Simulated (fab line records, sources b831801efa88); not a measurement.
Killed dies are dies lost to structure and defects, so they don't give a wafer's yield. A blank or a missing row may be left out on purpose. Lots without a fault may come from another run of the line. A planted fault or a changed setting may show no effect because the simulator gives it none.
fab line records | flow sky130
record lots=11 wafers=33 last_day=50
route steps=708 shown LDD_P@263 LDD_LDN@296 SD_P@330 RES_XHIGH@340 SD_N@349 PAD_OPEN@708
lots that met no fault: from a run of the same line without faults
start_h: hours from the record's first day to the start of the lot's first wafer shown | wait_h: hours since the lot's step before | " the same as in the row above | L1.1+2: a row that stands for several wafers | - no value, or no start given | * or withheld: withheld | < > ~ a bound
route shown NAME@n: a module of which the file shows steps, and the number in the route of the first | usual: mean/standard deviation of fault-free wafers | same: alike in all rows | chamber/n: place in a boat | sites: the reading at each site | _std_site: their standard deviation | _edge_site: outer sites' mean less inner sites' | radius_mm: how far each site lies from the wafer's centre | mask NAME#n: copy n | behind: the tool/chamber that last shaped the wafer | hold: why the lot was held/for how many hours/how that ended | device: the transistor (n, p or np) that didn't switch | end of line: the same wafers' tests at the end of the route | a step without rows: its recipe alone | killed: dies lost to structure and defects at the first sort, not the wafer's yield | map: a wafer's dies, x killed, . not, _ none there
set.NAME: the setting as run; set.NAME@STEP: as run at that earlier step | model.NAME: the simulator's own value behind a step, which no gauge read
steps of the route over a sample of lots; a table a step, a row a wafer
services: from which hour (start_h, from the record's first day; less than 0 if before it) a tool's chamber was out of use, for how many hours, and why
## steps
# step SKY_LDD_P_OVL_MEAS_08
# usual LDD_P_OVL=-0.1/1.4
# columns lot.wafer tool chamber start_h wait_h LDD_P_OVL[nm]
L992.3 overlay-01 - 472.51 0.1 -0.1
L992.5 " - " " 1.5
L992.6 " - " " -0.9
L993.4 overlay-02 - 481.17 0.1 -0.8
L993.5 " - " " 1.5
L993.6 " - " " 1.6
L995.1 overlay-01 - 501.25 0.1 -1.7
L995.2 " - " " -0.5
L995.3 " - " " 1.1
L100.3 overlay-01 - 539.56 0.1 1.5
L100.4 " - " " 1.1
L100.5 " - " " 0.3
L101.2 overlay-02 - 551.46 0.1 1.2
L101.4 " - " " 1.3
L101.6 " - " " 1.3
L103.1 overlay-02 - 565.56 0.1 -0.7
L103.5 " - " " -0.5
L103.6 " - " " 1.6
L104.2 overlay-01 - 574.07 0.1 -1.8
L104.3 " - " " 1.6
L104.4 " - " " -1.1
L105.2 overlay-02 - 580.70 0.1 0.6
L105.4 " - " " -0.4
L105.6 " - " " 0.0
L106.1 overlay-02 - 596.85 0.1 -0.9
L106.4 " - " " 0.0
L106.6 " - " " -2.3
L108.3 overlay-02 - 612.46 0.1 0.3
L108.4 " - " " -0.9
L108.6 " - " " 2.2
L111.3 overlay-02 - 653.06 0.1 0.3
L111.5 " - " " -1.6
L111.6 " - " " 0.1
# step SKY_LDD_LDN_OVL_MEAS_07
# usual LDD_LDN_OVL=1.2/1.3
# columns lot.wafer tool chamber start_h wait_h LDD_LDN_OVL[nm]
L992.3 overlay-01 - 563.04 0.1 -0.2
L992.5 " - " " -1.0
L992.6 " - " " 0.9
L993.4 overlay-02 - 571.46 0.1 1.7
L993.5 " - " " 0.6
L993.6 " - " " -1.4
L995.1 overlay-02 - 590.18 0.1 0.7
L995.2 " - " " 0.5
L995.3 " - " " 1.0
L100.3 overlay-01 - 627.14 0.1 2.7
L100.4 " - " " 0.4
L100.5 " - " " 2.2
L101.2 overlay-02 - 639.75 0.1 1.8
L101.4 " - " " 0.6
L101.6 " - " " 2.2
L103.1 overlay-01 - 652.04 0.1 0.0
L103.5 " - " " 1.4
L103.6 " - " " 3.0
L104.2 overlay-01 - 660.94 0.1 0.4
L104.3 " - " " 1.5
L104.4 " - " " -0.2
L105.2 overlay-02 - 667.34 0.1 0.7
L105.4 " - " " 1.8
L105.6 " - " " 3.8
L106.1 overlay-01 - 682.79 0.1 0.2
L106.4 " - " " -0.4
L106.6 " - " " -1.1
L108.3 overlay-01 - 698.00 0.1 3.1
L108.4 " - " " 2.3
L108.6 " - " " 3.1
L111.3 overlay-02 - 737.14 0.1 3.4
L111.5 " - " " 2.2
L111.6 " - " " 3.1
# step SKY_SD_P_STRIP_10
# recipe chemistry=O2/N2 power_w=1400 pressure_mtorr=1500 platen_temp_c=withheld o2_flow_sccm=3000 n2_flow_sccm=300 overash_fraction=0.5
# usual chamber_pressure_mTorr=1500.0/1.2 drypump_motor_current_A=5.5/0.49 oes_product_au=0.618/0.0046 strip_time_to_endpoint_s=17.49/0.056
# columns lot.wafer tool chamber start_h wait_h chamber_pressure_mTorr drypump_motor_current_A oes_product_au rf_hours_counter_h strip_time_to_endpoint_s
L992.3 plasma_asher-04 0 623.82 0.1 1500.6 5.0 0.611 - 17.40
L992.5 " 1 " " 1499.1 5.2 0.621 - 17.48
L992.6 " 0 " " 1499.1 5.0 0.623 - 17.40
L993.4 plasma_asher-04 0 632.33 0.1 1501.2 5.0 0.620 - 17.43
L993.5 " 1 " " 1500.8 5.2 0.617 - 17.36
L993.6 " 0 " " 1501.1 5.0 0.619 - 17.40
L995.1 plasma_asher-01 1 650.24 0.1 1499.4 5.7 0.621 22 17.37
L995.2 " 0 " " 1501.4 6.3 0.614 22 17.37
L995.3 " 0 " " 1502.1 6.3 0.616 - 17.41
L100.3 plasma_asher-01 1 685.18 0.1 - - - - -
L100.4 " 0 " " - - - - -
L100.5 " 0 " " - - - - -
L101.2 plasma_asher-04 0 702.89 0.1 - - - - -
L101.4 " 1 " " - - - - -
L101.6 " 0 " " - - - - -
L103.1 plasma_asher-04 1 710.49 0.1 1499.6 5.2 0.622 89 17.52
L103.5 " 1 " " 1499.5 5.2 0.621 - 17.49
L103.6 " 0 " " 1500.1 5.0 0.621 - 17.49
L104.2 plasma_asher-03 0 720.10 0.1 1500.5 5.2 0.621 101 17.49
L104.3 " 1 " " 1499.5 6.0 0.616 - 17.44
L104.4 " 0 " " 1501.4 5.2 0.621 - 17.51
L105.2 plasma_asher-01 0 725.80 0.1 1499.9 6.4 0.611 30 17.51
L105.4 " 1 " " 1500.3 5.6 0.615 - 17.52
L105.6 " 1 " " 1497.3 5.6 0.616 - 17.49
L106.1 plasma_asher-04 1 740.24 0.1 1499.5 5.2 0.626 92 17.46
L106.4 " 0 " " 1500.5 5.0 0.620 - 17.51
L106.6 " 1 " " 1500.8 5.2 0.610 - 17.52
L108.3 plasma_asher-01 0 758.79 0.1 1498.9 6.3 0.616 - 17.46
L108.4 " 1 " " 1500.3 5.7 0.610 - 17.42
L108.6 " 1 " " 1502.1 5.7 0.619 - 17.43
L111.3 plasma_asher-01 0 793.17 0.1 1497.6 6.3 0.624 - 17.56
L111.5 " 1 " " 1500.0 5.7 0.624 - 17.60
L111.6 " 0 " " 1499.7 6.3 0.625 - 17.54
# step SKY_RES_XHIGH_STRIP_08
# recipe chemistry=O2/N2 power_w=1400 pressure_mtorr=1500 platen_temp_c=withheld o2_flow_sccm=3000 n2_flow_sccm=300 overash_fraction=0.5
# usual chamber_pressure_mTorr=1500.2/1.4 drypump_motor_current_A=5.6/0.53 oes_product_au=0.711/0.0043 strip_time_to_endpoint_s=14.26/0.038
# columns lot.wafer tool chamber start_h wait_h chamber_pressure_mTorr drypump_motor_current_A oes_product_au rf_hours_counter_h strip_time_to_endpoint_s
L992.3 plasma_asher-01 0 652.11 0.1 1499.8 6.3 0.717 - 14.30
L992.5 " 0 " " 1502.1 6.3 0.701 - 14.27
L992.6 " 1 " " 1496.7 5.7 0.709 - 14.27
L993.4 plasma_asher-01 0 660.21 0.1 1500.7 6.3 0.708 - 14.22
L993.5 " 0 " " 1501.1 6.3 0.708 - 14.26
L993.6 " 1 " " 1500.6 5.7 0.716 - 14.25
L995.1 plasma_asher-04 0 678.63 0.1 1500.9 5.0 0.712 86 14.27
L995.2 " 1 " " 1501.8 5.2 0.712 86 14.28
L995.3 " 1 " " 1498.2 5.2 0.716 - 14.27
L100.3 plasma_asher-02 1 712.61 0.1 1500.9 6.1 0.725 - 31.34
L100.4 " 0 " " 1501.1 5.0 0.723 - 31.32
L100.5 " 0 " " 1499.5 5.0 0.717 - 31.35
L101.2 plasma_asher-02 1 729.93 0.1 1501.4 6.1 0.717 59 31.36
L101.4 " 0 " " 1498.1 5.0 0.718 - 31.35
L101.6 " 0 " " 1501.4 5.0 0.711 - 31.40
L103.1 plasma_asher-04 1 738.18 0.1 1499.7 5.2 0.710 92 14.19
L103.5 " 0 " " 1498.2 5.0 0.712 - 14.24
L103.6 " 1 " " 1498.8 5.2 0.703 - 14.23
L104.2 plasma_asher-02 1 747.93 0.1 1500.1 6.1 0.709 61 14.29
L104.3 " 0 " " 1501.2 5.0 0.702 - 14.29
L104.4 " 1 " " 1501.8 6.1 0.711 - 14.27
L105.2 plasma_asher-04 1 753.33 0.1 1503.2 5.2 0.709 94 14.29
L105.4 " 1 " " 1501.8 5.2 0.701 - 14.27
L105.6 " 0 " " 1500.8 5.0 0.710 - 14.30
L106.1 plasma_asher-01 0 767.68 0.1 1497.4 6.3 0.717 34 14.26
L106.4 " 0 " " 1499.0 6.3 0.711 - 14.25
L106.6 " 0 " " 1500.8 6.3 0.710 - 14.26
L108.3 plasma_asher-01 0 786.21 0.1 1501.4 6.3 0.704 - 14.28
L108.4 " 1 " " 1502.7 5.7 0.710 - 14.26
L108.6 " 0 " " 1500.0 6.3 0.722 - 14.25
L111.3 plasma_asher-04 1 818.72 0.1 1501.7 5.2 0.711 - 14.27
L111.5 " 1 " " 1500.8 5.2 0.717 - 14.21
L111.6 " 0 " " 1499.6 5.0 0.704 - 14.24
# step SKY_RES_XHIGH_TW_MEAS_09
# usual RES_XHIGH_TW=1654/20
# columns lot.wafer tool chamber start_h wait_h hold RES_XHIGH_TW
L992.3 film_metro-04 - 652.20 0.1 - 1639
L992.5 " - " " - 1642
L992.6 " - " " - 1637
L993.4 film_metro-01 - 660.31 0.1 - 1657
L993.5 " - " " - 1679
L993.6 " - " " - 1668
L995.1 film_metro-01 - 678.73 0.1 - 1670
L995.2 " - " " - 1674
L995.3 " - " " - 1675
L100.3 film_metro-03 - 712.70 0.1 await_dispo/0.2h/release 30
L100.4 " - " " await_dispo/0.2h/release 29
L100.5 " - " " await_dispo/0.2h/release 29
L100.3 film_metro-03 - 712.93 0.2 - 30
L100.4 " - " " - 30
L100.5 " - " " - 30
L101.2 film_metro-03 - 730.04 0.1 await_dispo/0.2h/release 30
L101.4 " - " " await_dispo/0.2h/release 30
L101.6 " - " " await_dispo/0.2h/release 30
L101.2 film_metro-03 - 730.27 0.2 - 30
L101.4 " - " " - 30
L101.6 " - " " - 30
L103.1 film_metro-01 - 738.28 0.1 - 1668
L103.5 " - " " - 1670
L103.6 " - " " - 1661
L104.2 film_metro-04 - 748.04 0.1 - 1655
L104.3 " - " " - 1651
L104.4 " - " " - 1650
L105.2 film_metro-04 - 753.44 0.1 - 1649
L105.4 " - " " - 1651
L105.6 " - " " - 1665
L106.1 film_metro-04 - 767.78 0.1 - 1656
L106.4 " - " " - 1666
L106.6 " - " " - 1649
L108.3 film_metro-04 - 786.30 0.1 - 1656
L108.4 " - " " - 1655
L108.6 " - " " - 1652
L111.3 film_metro-01 - 818.80 0.1 - 1663
L111.5 " - " " - 1670
L111.6 " - " " - 1661
# step SKY_SD_N_CD_MEAS_07
# recipe target_cd_nm=380
# usual cd_nm=379.6/2.3
# columns lot.wafer tool chamber start_h wait_h cd_nm
L992.3 cd_sem-01 - 680.52 0.1 376.0
L992.5 " - " " 378.1
L992.6 " - " " 374.5
L993.4 cd_sem-01 - 688.34 0.1 380.7
L993.5 " - " " 382.4
L993.6 " - " " 383.5
L995.1 cd_sem-02 - 705.54 0.1 379.6
L995.2 " - " " 377.3
L995.3 " - " " 378.9
L103.1 cd_sem-02 - 765.18 0.1 379.3
L103.5 " - " " 379.2
L103.6 " - " " 377.6
L104.2 cd_sem-02 - 775.22 0.2 375.7
L104.3 " - " " 377.1
L104.4 " - " " 376.0
L105.2 cd_sem-02 - 780.70 0.1 378.0
L105.4 " - " " 381.7
L105.6 " - " " 377.4
L106.1 cd_sem-02 - 794.14 0.1 378.5
L106.4 " - " " 379.8
L106.6 " - " " 377.9
L108.3 cd_sem-01 - 811.93 0.1 381.3
L108.4 " - " " 380.2
L108.6 " - " " 381.7
L111.3 cd_sem-01 - 844.22 0.1 379.1
L111.5 " - " " 377.9
L111.6 " - " " 379.4
# step SKY_PAD_OPEN_PROBE_99
# usual defect_limited_yield=82.5/1.8 killed_at_M0_to_M3=45/6.8 killed_at_M4_up=3.1/2 killed_at_contacts=23/5.2 killed_at_front_end=14/3.7 killed_at_other=0.3/0.61 killed_dies=86/9 killed_open=46/6.9 killed_short=39/6.4 sort_bin_3_pad_short=0.9/0.44 sort_bin_5_function=10.5/1.4 sort_bin_6_memory=6.1/1.1 sort_bin_8_speed=0.01/0.052 sort_n_pass=406/9 sort_yield_pct=82.5/1.8
# same gross_dies=492 killed_at_back_side=0 sort_bin_4_leakage[%]=0
# columns lot.wafer tool chamber start_h wait_h defect_limited_yield[%] killed_at_M0_to_M3 killed_at_M4_up killed_at_contacts killed_at_front_end killed_at_other killed_dies killed_open killed_short sort_bin_3_pad_short[%] sort_bin_5_function[%] sort_bin_6_memory[%] sort_bin_8_speed[%] sort_n_pass sort_yield_pct[%]
L992.3 prober-01 - 1097.81 0.2 81.7 48 1 27 14 0 90 46 43 1.2 11.0 6.1 0 402 81.7
L992.5 prober-01 - 1097.91 0.2 81.9 49 3 19 18 0 89 48 40 0.2 11.2 6.7 0 403 81.9
L992.6 prober-01 - 1097.96 0.2 84.1 43 1 21 12 1 78 41 37 1.4 9.8 4.7 0.20 413 83.9
L993.4 prober-02 - 1103.92 0.2 83.9 36 6 24 13 0 79 44 35 1.0 10.4 4.7 0 413 83.9
L993.5 prober-02 - 1103.97 0.2 81.7 43 4 26 17 0 90 45 41 1.2 10.2 6.9 0 402 81.7
L993.6 prober-02 - 1104.02 0.2 77.6 58 6 28 18 0 110 65 44 1.0 13.6 7.7 0 382 77.6
L103.1 prober-02 - 1156.56 0.1 78.5 63 4 22 17 0 106 54 52 0.8 13.8 6.9 0 386 78.5
L103.5 prober-02 - 1156.76 0.2 80.9 44 4 25 20 1 94 54 40 1.6 10.0 7.5 0.20 397 80.7
L103.6 prober-02 - 1156.81 0.2 82.9 44 4 24 12 0 84 44 40 0.6 10.2 6.3 0 408 82.9
L105.2 prober-02 - 1167.24 0.1 82.5 52 2 20 12 0 86 48 38 0.6 10.8 6.1 0 406 82.5
L105.4 prober-02 - 1167.34 0.2 83.5 39 3 22 17 0 81 47 34 0.8 11.0 4.7 0 411 83.5
L105.6 prober-02 - 1167.44 0.2 80.9 56 4 17 17 0 94 55 39 0.8 11.8 6.5 0 398 80.9
L106.1 prober-01 - 1175.81 0.1 81.9 48 4 26 11 0 89 50 39 1.2 11.6 5.3 0 403 81.9
L106.4 prober-01 - 1175.96 0.2 82.1 59 0 19 10 0 88 48 40 0.8 11.4 5.7 0 404 82.1
L106.6 prober-01 - 1176.06 0.2 81.9 54 3 21 11 0 89 41 47 1.2 9.8 7.1 0 403 81.9
# killed by level:class
L992.3 VIA1:geometric_particle:open=10 LI_CONTACT:geometric_particle:open=9 CONTACT:geometric_particle:open=8 METAL1:geometric_particle:short=8 VIA1:geometric_particle:short=8 VIA2:geometric_particle:open=7 CONTACT:geometric_particle:short=6 VIA3:geometric_particle:open=5
L992.5 LI_CONTACT:geometric_particle:open=10 VIA1:geometric_particle:open=10 VIA3:geometric_particle:open=8 VIA1:geometric_particle:short=7 VIA2:geometric_particle:open=7 FIELD_ISO:geometric_particle:short=6 METAL1:geometric_particle:short=5 CONTACT:geometric_particle:open=4
L992.6 VIA1:geometric_particle:open=13 METAL2:geometric_particle:short=7 CONTACT:geometric_particle:open=7 LI_CONTACT:geometric_particle:open=5 METAL1:geometric_particle:short=5 VIA3:geometric_particle:open=5 POLY_GATE:geometric_particle:short=4 LOCAL_INTERCONNECT:geometric_particle:short=4
L993.4 VIA1:geometric_particle:open=10 CONTACT:geometric_particle:open=9 FIELD_ISO:geometric_particle:open=7 LI_CONTACT:geometric_particle:open=6 METAL1:geometric_particle:short=6 VIA2:geometric_particle:open=6 METAL4:geometric_particle:short=5 LOCAL_INTERCONNECT:geometric_particle:short=4
L993.5 VIA1:geometric_particle:open=11 CONTACT:geometric_particle:open=10 VIA1:geometric_particle:short=10 VIA2:geometric_particle:open=9 LI_CONTACT:geometric_particle:open=5 FIELD_ISO:geometric_particle:short=4 CONTACT:geometric_particle:short=4 LOCAL_INTERCONNECT:geometric_particle:short=4
L993.6 VIA2:geometric_particle:open=12 VIA1:geometric_particle:open=11 CONTACT:geometric_particle:open=10 LI_CONTACT:geometric_particle:open=9 VIA3:geometric_particle:open=8 METAL1:geometric_particle:short=7 VIA1:geometric_particle:short=7 METAL3:geometric_particle:short=5
L103.1 VIA1:geometric_particle:open=15 VIA2:geometric_particle:open=11 LI_CONTACT:geometric_particle:open=8 METAL2:geometric_particle:short=8 METAL1:geometric_particle:short=7 VIA1:geometric_particle:short=7 CONTACT:geometric_particle:short=6 FIELD_ISO:geometric_particle:short=4
L103.5 VIA1:geometric_particle:open=13 CONTACT:geometric_particle:open=11 VIA2:geometric_particle:open=9 POLY_GATE:geometric_particle:short=6 LI_CONTACT:geometric_particle:open=6 METAL1:geometric_particle:short=6 VIA3:geometric_particle:open=6 FIELD_ISO:geometric_particle:short=5
L103.6 LI_CONTACT:geometric_particle:open=9 VIA1:geometric_particle:open=8 VIA1:geometric_particle:short=7 VIA2:geometric_particle:short=6 CONTACT:geometric_particle:open=6 CONTACT:geometric_particle:short=5 VIA3:geometric_particle:open=4 METAL1:geometric_particle:short=4
L105.2 VIA2:geometric_particle:open=11 VIA1:geometric_particle:open=8 VIA3:geometric_particle:open=7 METAL2:geometric_particle:short=6 LOCAL_INTERCONNECT:geometric_particle:short=6 LI_CONTACT:geometric_particle:open=5 FIELD_ISO:geometric_particle:open=4 CONTACT:geometric_particle:open=4
L105.4 VIA1:geometric_particle:open=13 CONTACT:geometric_particle:open=13 FIELD_ISO:geometric_particle:short=7 VIA1:geometric_particle:short=5 VIA3:geometric_particle:open=5 METAL1:geometric_particle:short=4 VIA2:geometric_particle:open=4 FIELD_ISO:geometric_particle:open=3
L105.6 VIA2:geometric_particle:open=10 VIA3:geometric_particle:open=10 VIA1:geometric_particle:open=9 METAL3:geometric_particle:short=8 POLY_GATE:geometric_particle:open=5 LI_CONTACT:geometric_particle:open=5 METAL2:geometric_particle:short=5 CONTACT:geometric_particle:open=4
L106.1 VIA1:geometric_particle:open=13 CONTACT:geometric_particle:open=12 VIA3:geometric_particle:open=8 METAL2:geometric_particle:short=6 LOCAL_INTERCONNECT:geometric_particle:short=5 VIA1:geometric_particle:short=5 VIA2:geometric_particle:short=5 VIA2:geometric_particle:open=5
L106.4 VIA1:geometric_particle:open=15 CONTACT:geometric_particle:open=9 VIA2:geometric_particle:open=9 VIA3:geometric_particle:open=8 METAL1:geometric_particle:short=5 VIA1:geometric_particle:short=5 METAL2:geometric_particle:short=5 METAL3:geometric_particle:short=5
L106.6 VIA2:geometric_particle:open=12 METAL2:geometric_particle:short=10 VIA3:geometric_particle:open=9 VIA1:geometric_particle:short=8 CONTACT:geometric_particle:open=6 CONTACT:geometric_particle:short=5 METAL1:geometric_particle:short=5 VIA3:geometric_particle:short=4
## services
# columns tool chamber start_h hours kind
plasma_asher-04 - 629.67 0.7 repair
plasma_asher-04 - 646.79 14.6 pm
plasma_asher-03 - 733.75 9.0 pm
plasma_asher-03 0 733.75 9.0 vent_cycle
plasma_asher-03 1 733.75 9.0 vent_cycle
plasma_asher-03 0 742.75 - clean
plasma_asher-03 1 742.75 - clean
plasma_asher-03 - 799.04 25.4 pm
## key
first_sign step=SKY_SD_P_STRIP_10 reading=tool_record direction=missing
effect step=SKY_RES_XHIGH_STRIP_08 reading=strip_time_to_endpoint_s direction=up sigmas=99+ usual=* struck=*
effect step=SKY_RES_XHIGH_TW_MEAS_09 reading=visit direction=added
effect step=SKY_RES_XHIGH_TW_MEAS_09 reading=RES_XHIGH_TW direction=down sigmas=83 usual=1654 struck=30
met_at SKY_SD_P_STRIP_10
struck_lots L100,L101
scrapped_behind SKY_RES_XHIGH_TW_MEAS_09 L100.3,L100.4,L100.5,L101.2,L101.4,L101.6
not_acting_at SKY_LDD_P_OVL_MEAS_08,SKY_LDD_LDN_OVL_MEAS_07,SKY_SD_N_CD_MEAS_07
onset_between 650.24 685.18
fault kind=skipped_step_whole tool=plasma_asher-01,plasma_asher-04 chamber=- onset_h=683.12 steps=SKY_SD_P_STRIP_10 scope=struck_lots_only
